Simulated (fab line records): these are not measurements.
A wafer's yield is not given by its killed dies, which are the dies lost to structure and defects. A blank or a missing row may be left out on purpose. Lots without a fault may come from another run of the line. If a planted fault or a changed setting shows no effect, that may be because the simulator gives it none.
fab line records | flow gf180mcu | part 2 of 2: steps 28 to 37 of 37
record: lots: 5 wafers: 15 last_day: 34
route steps=602 shown PSD@259 NSD@262 SAB@264 SALICIDE@278 CONTACT@287
lots untouched by any fault: they come from a run of this same line in which no faults occurred
start_h: the number of hours between the record's first day and the start of the first shown wafer of the lot | wait_h: hours from the lot's prior step to this one | " same as the row above | L1.1+2: a row that stands for several wafers | - no value, or no start was given | * or withheld: withheld | < > ~ a bound
route shown NAME@n: NAME is a module with steps in the file, n the number in the route of the first one | usual: mean and standard deviation over wafers with no fault | same: alike in all rows | chamber/n: place in a boat | sites: each site's reading | _std_site: standard deviation across them | _edge_site: the outer-site mean with the inner-site mean subtracted | radius_mm: for every site, how far away it sits from the centre of the wafer | mask NAME#n: copy n | behind: tool/chamber where the wafer was last shaped | hold: cause of the lot's hold/its duration in hours/its outcome | device: the transistor (n, p or np) that didn't switch | end of line: tests of these same wafers at the route's end | where a step has no rows: the recipe by itself | killed: dies that structure and defects cost at the first sort, which is not the same as the wafer's yield | map: the dies of a wafer, with x for killed, . for not killed, _ for no die there
set.NAME: the setting that was run; set.NAME@STEP: the one run at that earlier step | model.NAME: the simulator's own value behind a step, which no gauge read
lots seen at some steps along the route; tables by step, rows by wafer
services: when a tool's chamber went out of use (start_h, in hours from the record's first day, below 0 if earlier), for how many hours, and the reason
== steps ==
step: GF_SALICIDE_RTA_08
recipe: temp_c: 800 time_s: 30 ambient: N2
usual: lamp_power_pct: 17.3/2.1 wafer_temp_C_max: 802.3/0.64
columns lot.wafer tool chamber start_h wait_h lamp_power_pct wafer_temp_C_max
L081.2 rtp_anneal-01 0 414.10 0.0 19.4 803.5
L081.5 " 0 " " 19.4 802.6
L081.6 " 0 " " 19.4 802.7
L082.2 rtp_anneal-01 0 416.75 0.0 19.4 803.4
L082.3 " 0 " " 19.4 802.1
L082.5 " 0 " " 19.4 802.7
L083.3 rtp_anneal-01 0 423.49 0.0 19.4 802.2
L083.4 " 0 " " 19.4 802.7
L083.5 " 0 " " 19.4 801.9
L088.4 rtp_anneal-02 0 468.25 0.1 15.3 801.7
L088.5 " 0 " " 15.3 802.9
L088.6 " 0 " " 15.3 802.6
L096.1 rtp_anneal-01 0 526.20 0.0 19.4 803.0
L096.5 " 0 " " 19.4 802.6
L096.6 " 0 " " 19.3 802.9
step: GF_CONTACT_CVD_00
recipe: material: SiO2 target_thk_nm: 300 sigma_open_frac: 0.3 temp_c: 400 time_s: 50 sih4_flow_sccm: 60 pressure_mtorr: 6
usual: sih4_flow_sccm: 60.02/0.2
columns lot.wafer tool chamber start_h wait_h sih4_flow_sccm
L081.2 hdpcvd-01 1 414.18 0.1 59.76
L081.5 " 1 " " 60.08
L081.6 " 2 " " 60.09
L082.2 hdpcvd-02 0 416.83 0.1 60.29
L082.3 " 2 " " 60.19
L082.5 " 1 " " 60.06
L083.3 hdpcvd-01 2 423.55 0.1 60.13
L083.4 " 0 " " 59.70
L083.5 " 1 " " 60.11
L088.4 hdpcvd-01 2 468.32 0.1 60.00
L088.5 " 0 " " 59.98
L088.6 " 1 " " 59.97
L096.1 hdpcvd-02 1 526.30 0.1 60.03
L096.5 " 1 " " 60.23
L096.6 " 0 " " 59.67
step: GF_CONTACT_THK_MEAS_01
recipe: reads: SiO2_of_CONTACT_CVD_00
usual: CONTACT_CVD_00_THK: 301/3.2
columns lot.wafer tool chamber start_h wait_h CONTACT_CVD_00_THK[nm]
L081.2 film_metro-02 - 414.24 0.0 302
L081.5 " - " " 300
L081.6 " - " " 302
L082.2 film_metro-02 - 416.89 0.0 303
L082.3 " - " " 304
L082.5 " - " " 303
L083.3 film_metro-01 - 423.62 0.0 300
L083.4 " - " " 298
L083.5 " - " " 295
L088.4 film_metro-02 - 468.38 0.0 303
L088.5 " - " " 302
L088.6 " - " " 304
L096.1 film_metro-01 - 526.34 0.0 299
L096.5 " - " " 300
L096.6 " - " " 303
step: GF_CONTACT_CVD_02
recipe: material: SiO2 target_thk_nm: 860 precursor: TEOS temp_c: 400 time_s: 95.992 rf_w: 600
usual: heater_power_w: 725/120
columns lot.wafer tool chamber start_h wait_h heater_power_w since_wet_clean_h
L081.2 pecvd-03 2 414.29 0.0 719 31
L081.5 " 2 " " 738 -
L081.6 " 0 " " 726 -
L082.2 pecvd-03 0 416.94 0.0 676 34
L082.3 " 1 " " 842 34
L082.5 " 1 " " 659 -
L083.3 pecvd-04 0 423.66 0.0 631 249
L083.4 " 1 " " 625 -
L083.5 " 0 " " 653 -
L088.4 pecvd-03 2 468.44 0.1 742 -
L088.5 " 0 " " 741 -
L088.6 " 1 " " 671 -
L096.1 pecvd-04 1 526.40 0.1 613 352
L096.5 " 1 " " 644 -
L096.6 " 0 " " 644 -
step: GF_CONTACT_THK_MEAS_03
recipe: reads: SiO2_of_CONTACT_CVD_02
usual: CONTACT_CVD_02_THK: 857/9.9
columns lot.wafer tool chamber start_h wait_h CONTACT_CVD_02_THK[nm]
L081.2 film_metro-02 - 414.37 0.0 851
L081.5 " - " " 854
L081.6 " - " " 851
L082.2 film_metro-03 - 417.02 0.0 856
L082.3 " - " " 864
L082.5 " - " " 883
L083.3 film_metro-02 - 423.75 0.1 849
L083.4 " - " " 863
L083.5 " - " " 856
L088.4 film_metro-01 - 468.51 0.0 858
L088.5 " - " " 846
L088.6 " - " " 855
L096.1 film_metro-02 - 526.47 0.0 855
L096.5 " - " " 869
L096.6 " - " " 874
step: GF_CONTACT_CMP_04
recipe: material: SiO2 down_force_psi: 4 platen_rpm: 60 pad_velocity_m_s: 0.94248
usual: head_pressure_psi: 4.000/0.0085 motor_current_A: 11.8/0.89 slurry_filter_dp_kPa: 13.51/0.14 time_to_endpoint_s: 108/4.6
columns lot.wafer tool chamber start_h wait_h head_pressure_psi motor_current_A slurry_filter_dp_kPa time_to_endpoint_s
L081.2 cmp-02 3 414.47 0.1 3.991 11.0 13.62 97
L081.6 " 2 " " 3.994 11.4 13.30 101
L081.5 " 3 " " 3.999 11.0 13.62 101
L082.2 cmp-02 1 417.07 0.0 3.994 10.8 13.60 107
L082.3 " 3 " " 3.997 11.3 13.57 106
L082.5 " 2 " " 3.985 11.2 13.55 115
L083.3 cmp-02 2 423.84 0.1 4.005 11.7 13.29 101
L083.4 " 0 " " 3.997 11.4 13.60 107
L083.5 " 1 " " 4.009 11.5 13.55 104
L088.4 cmp-02 3 468.54 0.0 4.007 11.2 13.53 109
L088.6 " 3 " " 4.008 11.3 13.58 107
L088.5 " 0 " " 3.982 12.0 13.32 105
L096.1 cmp-01 3 526.68 0.2 4.011 13.8 13.45 109
L096.5 " 0 " " 4.007 12.6 13.51 114
L096.6 " 1 " " 4.000 13.3 13.59 112
step: GF_CONTACT_BOW_MEAS_05
recipe: mode: bow
usual: CONTACT_BOW: 64/6.7
columns lot.wafer tool chamber start_h wait_h CONTACT_BOW[um]
L081.2 film_metro-02 - 414.74 0.2 73
L081.5 " - " " 68
L081.6 " - " " 52
L082.2 film_metro-01 - 417.39 0.3 56
L082.3 " - " " 60
L082.5 " - " " 68
L083.3 film_metro-01 - 424.13 0.2 63
L083.4 " - " " 71
L083.5 " - " " 63
L088.4 film_metro-02 - 468.91 0.3 71
L088.5 " - " " 66
L088.6 " - " " 68
L096.1 film_metro-03 - 526.83 0.1 50
L096.5 " - " " 68
L096.6 " - " " 60
step: GF_CONTACT_DEHYDRATE_06
recipe: temp_c: 200 time_s: 60
usual: chill_plate_temp_C: 23.00/0.1
columns lot.wafer tool chamber start_h wait_h chill_plate_temp_C
L081.2 litho_track-04 0 425.74 11.0 23.08
L081.5 " 0 " " 22.87
L081.6 " 0 " " 22.99
L082.2 litho_track-03 0 428.88 11.5 23.10
L082.3 " 0 " " 23.04
L082.5 " 0 " " 23.02
L083.3 litho_track-04 0 435.91 11.8 23.04
L083.4 " 0 " " 23.14
L083.5 " 0 " " 22.94
L088.4 litho_track-03 0 480.48 11.5 23.07
L088.5 " 0 " " 23.02
L088.6 " 0 " " 23.13
L096.1 litho_track-04 0 538.01 11.2 23.02
L096.5 " 0 " " 22.89
L096.6 " 0 " " 23.08
step: GF_CONTACT_HMDS_07
recipe: prime_time_s: 60 prime_temp_c: 120
usual: chill_plate_temp_C: 23.00/0.12
columns lot.wafer tool chamber start_h wait_h chill_plate_temp_C
L081.2 litho_track-04 0 425.89 0.1 22.98
L081.5 " 0 " " 23.01
L081.6 " 0 " " 23.08
L082.2 litho_track-03 0 429.03 0.1 23.16
L082.3 " 0 " " 23.11
L082.5 " 0 " " 23.00
L083.3 litho_track-04 0 436.06 0.1 23.20
L083.4 " 0 " " 23.18
L083.5 " 0 " " 22.94
L088.4 litho_track-03 0 480.63 0.1 23.14
L088.5 " 0 " " 22.92
L088.6 " 0 " " 23.04
L096.1 litho_track-04 0 538.16 0.1 22.99
L096.5 " 0 " " 22.95
L096.6 " 0 " " 22.98
step: GF_CONTACT_COAT_08
recipe: resist: BARC temp_c: withheld time_s: withheld spin_rpm: withheld resist_thk_nm: withheld
usual: chill_plate_temp_C: *
columns lot.wafer tool chamber start_h wait_h chill_plate_temp_C
L081.2 litho_track-04 0 426.04 0.1 *
L081.5 " 0 " " *
L081.6 " 0 " " *
L082.2 litho_track-03 0 429.18 0.1 *
L082.3 " 0 " " *
L082.5 " 0 " " *
L083.3 litho_track-04 0 436.21 0.1 *
L083.4 " 0 " " *
L083.5 " 0 " " *
L088.4 litho_track-03 0 480.78 0.1 *
L088.5 " 0 " " *
L088.6 " 0 " " *
L096.1 litho_track-04 0 538.31 0.1 *
L096.5 " 0 " " *
L096.6 " 0 " " *
== services ==
columns tool chamber start_h hours kind
cmp-02 - 365.62 4.4 repair
pecvd-03 - 368.88 14.0 pm
wet_bench-03 - 370.96 5.5 repair
pecvd-03 - 391.18 2.3 repair
pecvd-04 0 392.72 22.3 repair
pecvd-03 - 397.33 2.8 pm
iline_stepper-02 - 417.43 1.7 pm
pecvd-04 - 417.89 0.6 repair
rtp_anneal-02 - 429.70 4.5 pm
pvd_sputter-04 - 431.04 2.3 repair
rtp_anneal-01 - 434.21 3.6 pm
pvd_sputter-03 - 441.83 1.1 repair
pvd_sputter-03 - 449.55 2.8 repair
pecvd-04 - 450.83 0.5 repair
cmp-02 - 461.15 6.9 pm
pecvd-03 - 461.64 5.5 pm
pecvd-03 0 471.28 9.8 repair
wet_bench-01 - 484.42 6.8 repair
wet_bench-01 - 494.66 4.4 pm
cmp-02 - 494.69 7.8 pm
iline_stepper-02 - 499.64 11.8 repair
wet_bench-03 - 503.74 1.9 pm
pecvd-03 0 510.63 5.6 repair
wet_bench-02 - 513.04 15.8 repair
